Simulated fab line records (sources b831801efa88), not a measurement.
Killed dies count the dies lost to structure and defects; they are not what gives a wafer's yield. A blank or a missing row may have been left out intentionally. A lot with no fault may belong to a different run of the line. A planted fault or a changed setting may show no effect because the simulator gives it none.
Struck lot and sound lot, side by side + flow sky130 + 17 out of 708 route steps
Sound: these wafers, L496.1, L496.3, L496.5. Struck: wafers L495.1, L495.2, L495.3. The cause comes at the end.
For every step that has rows: the tool of each side, followed by ch and its chambers, followed by its first start. Under that, the readings that differ: sound wafers + struck wafers + difference of the means + sigmas: that difference in standard deviations of wafers without a fault.
alike: a reading whose means differ by less than 2 such deviations, as well as words and numbers matching on both sides. not compared: withheld readings; readings where some wafer has no value; bounds like >300 that might hide an equal value; numbers whose values overlap and for which the record gives no deviation.
The two part at a step that has a row with sigmas, a row that says differs or no value, or rows on one side only. When numbers do not overlap yet have no deviation, they are printed without sigmas and do not part them. Lack of a reading on every wafer of one side parts them only where that side has two or more wafers.

SKY_VT_ADJUST_HVTR_OVL_MEAS_08:
  sound on overlay-02 at day 13 09:04; struck on overlay-01 at day 13 07:46
  alike: VT_ADJUST_HVTR_OVL
next, for these wafers, 1 step has no rows: SKY_VT_ADJUST_HVTR_IMPLANT_09.
SKY_VT_ADJUST_HVTR_STRIP_10: strips in O2/N2.
  sound on plasmaAsher-03 ch 0,1, day 13 09:16; struck on plasmaAsher-03 ch 0,1, day 13 07:58
  alike: drypumpMotorCurrentA, oesProductAu, stripTimeToEndpointS
  not compared: rfHoursCounterH
SKY_VT_ADJUST_HVTR_TW_MEAS_11:
  sound on filmMetro-01 at day 13 09:22; struck on filmMetro-04 at day 13 08:04
  alike: VT_ADJUST_HVTR_TW
then, 7 steps without rows for these wafers: SKY_VT_ADJUST_PCH_DEHYDRATE_00 (time 60 s); SKY_VT_ADJUST_PCH_HMDS_01 (prime time 60 s); SKY_VT_ADJUST_PCH_COAT_02 (resist thk 3000 nm); SKY_VT_ADJUST_PCH_SOFTBAKE_03; SKY_VT_ADJUST_PCH_EXPOSE_04 (exposes mask NWM, target cd 840 nm); SKY_VT_ADJUST_PCH_PEB_05; SKY_VT_ADJUST_PCH_DEVELOP_06 (develop time 60 s).
SKY_VT_ADJUST_PCH_OVL_MEAS_07:
  sound on overlay-02 at day 14 10:20; struck on overlay-02 at day 14 08:50
  alike: VT_ADJUST_PCH_OVL
SKY_VT_ADJUST_PCH_IMPLANT_08:
  sound on implanter-02 ch 0, day 14 10:23; struck on implanter-01 ch 0, day 14 08:53
| reading          | sound                         | struck                        | difference | sigmas      |
|------------------|-------------------------------|-------------------------------|------------|-------------|
| doseIonsCm2      | 5.004e+11 5.003e+11 5.004e+11 | 3.291e+11 3.283e+11 3.273e+11 | -1.721e+11 | -99 or more |
| faradayCurrentUA | 2.82 2.80 2.76                | 1.84 1.84 1.86                | -0.95      | -17         |
SKY_VT_ADJUST_PCH_STRIP_09: strips in O2/N2.
  sound on plasmaAsher-03 ch 0,1, day 14 10:32; struck on plasmaAsher-03 ch 0,1, day 14 09:02
| reading                  | sound             | struck            | difference | sigmas |
|--------------------------|-------------------|-------------------|------------|--------|
| stripTimeToEndpointS (s) | 37.06 36.99 37.08 | 36.73 36.76 36.74 | -0.30      | -3     |
  alike: drypumpMotorCurrentA, oesProductAu
  not compared: rfHoursCounterH
SKY_VT_ADJUST_PCH_TW_MEAS_10:
  sound on filmMetro-03 at day 14 10:38; struck on filmMetro-01 at day 14 09:08
| reading          | sound             | struck            | difference | sigmas |
|------------------|-------------------|-------------------|------------|--------|
| VT_ADJUST_PCH_TW | 142.9 142.1 143.0 | 128.5 128.6 128.5 | -14.1      | -13    |
then, 1 step without rows for these wafers: SKY_SONOS_TUNNEL_DEHYDRATE_00 (time 60 s).
-- record jumps: 35 days separate the struck wafers' starts on either side; left off in module SONOS_TUNNEL, taken up again in module PAD_OPEN, whose first shown step is the route's number 708 --
SKY_PAD_OPEN_PROBE_99:
  sound on prober-02 at day 49 01:38; struck on prober-01 at day 48 22:40
| reading                               | sound                   | struck                  | difference | sigmas |
|---------------------------------------|-------------------------|-------------------------|------------|--------|
| killed_at_M0_to_M3                    | 57 61 56                | 33 38 35                | -23        | -3     |
| killedAtContacts                      | 14 17 21                | 27 37 22                | +11        | +2     |
| model.etest.pfetG5v0d10v5.rOnOhmUm    | 4794 4737 4790          | 4847 4862 4898          | +95        |        |
| model.etest.pfetG5v0d10v5.driveUaUm   | 339.7 342.4 334.4       | 333.5 330.2 326.1       | -8.9       |        |
| model.etest.pfet_01v8_lvt.driveUaUm   | 174.7 173 173.5         | 169.5 172.5 167.9       | -3.8       |        |
| model.etest.pfetG5v0d10v5.offLog10AUm | -12.69 -13.05 -12.99    | -13.37 -13.24 -13.4     | -0.43      |        |
| model.etest.pfet_01v8_lvt.offLog10AUm | -8.756 -8.952 -9.029    | -9.498 -9.46 -9.591     | -0.604     |        |
| model.etest.pfetG5v0d10v5.vtSatV (V)  | -0.6365 -0.6773 -0.6837 | -0.7266 -0.7165 -0.7403 | -0.0620    |        |
| model.etest.pfet_16v.vtV (V)          | -1.111 -1.115 -1.126    | -1.173 -1.18 -1.18      | -0.060     |        |
| model.etest.pfetG5v0d10v5.vtV (V)     | -0.8191 -0.8656 -0.8668 | -0.9078 -0.8974 -0.9156 | -0.0564    |        |
  alike: killed_at_M4_up, killedAtFrontEnd, killedAtOther, killedDies, killedOpen, killedShort

## WHERE THEY PART
Earliest at SKY_VT_ADJUST_PCH_IMPLANT_08; latest, in this record, at SKY_PAD_OPEN_PROBE_99.

WHY: what had been put in by the simulator
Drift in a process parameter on implanter-01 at SKY_VT_ADJUST_PCH_IMPLANT_08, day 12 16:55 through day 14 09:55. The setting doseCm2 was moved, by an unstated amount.
